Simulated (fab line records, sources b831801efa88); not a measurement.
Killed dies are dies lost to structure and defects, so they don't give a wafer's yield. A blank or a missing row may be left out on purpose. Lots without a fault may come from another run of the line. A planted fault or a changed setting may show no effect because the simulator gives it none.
A struck lot beside a sound one | flow gf180mcu | 16 steps out of a route of 602
Sound: wafers L266.1, L266.5, L266.6. Struck: wafers L271.3, L271.5. (L271.2 of the same lot was not struck and is left out.) The cause comes at the end.
At each step with rows: each side's tool, then ch and its chambers, then its first start. Under that, the readings that differ: sound wafers | struck wafers | difference of the means | sigmas: that difference in standard deviations of wafers without a fault.
alike: readings whose means differ by less than 2 such deviations, and words and numbers that are the same on both sides. not compared: withheld readings, readings that some wafer has no value for, bounds like >300 that may hide the same value, and numbers for which the record gives no deviation and whose values overlap.
The two part at a step that has a row with sigmas, a row that says differs or no value, or rows on one side only. Numbers that don't overlap but have no deviation are shown without sigmas and don't part them. A reading that every wafer of one side lacks parts them only if that side has two wafers or more.

GF_POLY_GATE_ETCH_13: etches poly-Si in HBr/Cl2, stops on SiO2, target depth 198.5 nm, time 69.6 s.
  sound on rie_si-02 ch 1,2,3, day 12 11:13; struck on rie_si-02 ch 0,1, day 13 23:55
  alike: drypump_motor_current_A, oes_product_au, throttle_valve_pct
  not compared: rf_hours_counter_h
GF_POLY_GATE_STRIP_14: strips in O2/N2.
  sound on plasma_asher-04 ch 0,1, day 12 11:17; struck on plasma_asher-01 ch 1, day 13 23:59
  reading                     | sound       | struck  | difference | sigmas
  drypump_motor_current_A (A) | 6.5 6.5 5.4 | 4.9 4.9 | -1.2       | -2
  alike: heater_power_w, o2_flow_sccm, oes_product_au
  not compared: rf_hours_counter_h
then, 2 steps without rows for these wafers: GF_POLY_GATE_CLEAN_15 (cleans in SC1/SC2, time 150 s); GF_POLY_GATE_OXIDATION_16 (stabilise 600 s, purge 300 s, target thk 4 nm).
GF_POLY_GATE_THK_MEAS_17:
  sound on film_metro-01, day 12 13:52; struck on film_metro-02, day 14 01:23
  reading                      | sound          | struck    | difference | sigmas
  POLY_GATE_OXIDATION_THK (nm) | 4.14 4.06 4.04 | 3.93 3.93 | -0.15      | -2
GF_POLY_GATE_CD_MEAS_18:
  sound on cd_sem-02, day 12 13:55; struck on cd_sem-02, day 14 01:28
  alike: cd_nm
then, 6 steps without rows for these wafers: GF_HV_LDD_DEHYDRATE_00 (time 60 s); GF_HV_LDD_HMDS_01 (prime time 60 s); GF_HV_LDD_COAT_02 (resist thk 1000 nm); GF_HV_LDD_SOFTBAKE_03 (time 60 s); GF_HV_LDD_EXPOSE_04 (exposes mask Nplus LV AREA, target cd 400 nm); GF_HV_LDD_PEB_05.
GF_HV_LDD_DEVELOP_06: develop time 60 s.
  sound on litho_track-01 ch 0, day 13 08:46; struck on litho_track-01 ch 0, day 14 22:44
GF_HV_LDD_CD_MEAS_07: target cd 400 nm.
  sound on cd_sem-02, day 13 08:55; struck on cd_sem-01, day 14 22:53
  reading    | sound             | struck      | difference | sigmas
  cd_nm (nm) | 402.3 399.8 400.5 | 414.7 411.8 | +12.4      | +6
GF_HV_LDD_OVL_MEAS_08:
  sound on overlay-02, day 13 09:02; struck on overlay-01, day 14 22:59
  alike: HV_LDD_OVL
GF_PASSIVATION_PROBE_99:
  the record has rows for the sound wafers here (prober-02, day 32 02:57) and none for the struck ones

WHERE THEY PART
First at GF_POLY_GATE_STRIP_14; last, within this record, at GF_PASSIVATION_PROBE_99.

WHY: what the simulator had put in
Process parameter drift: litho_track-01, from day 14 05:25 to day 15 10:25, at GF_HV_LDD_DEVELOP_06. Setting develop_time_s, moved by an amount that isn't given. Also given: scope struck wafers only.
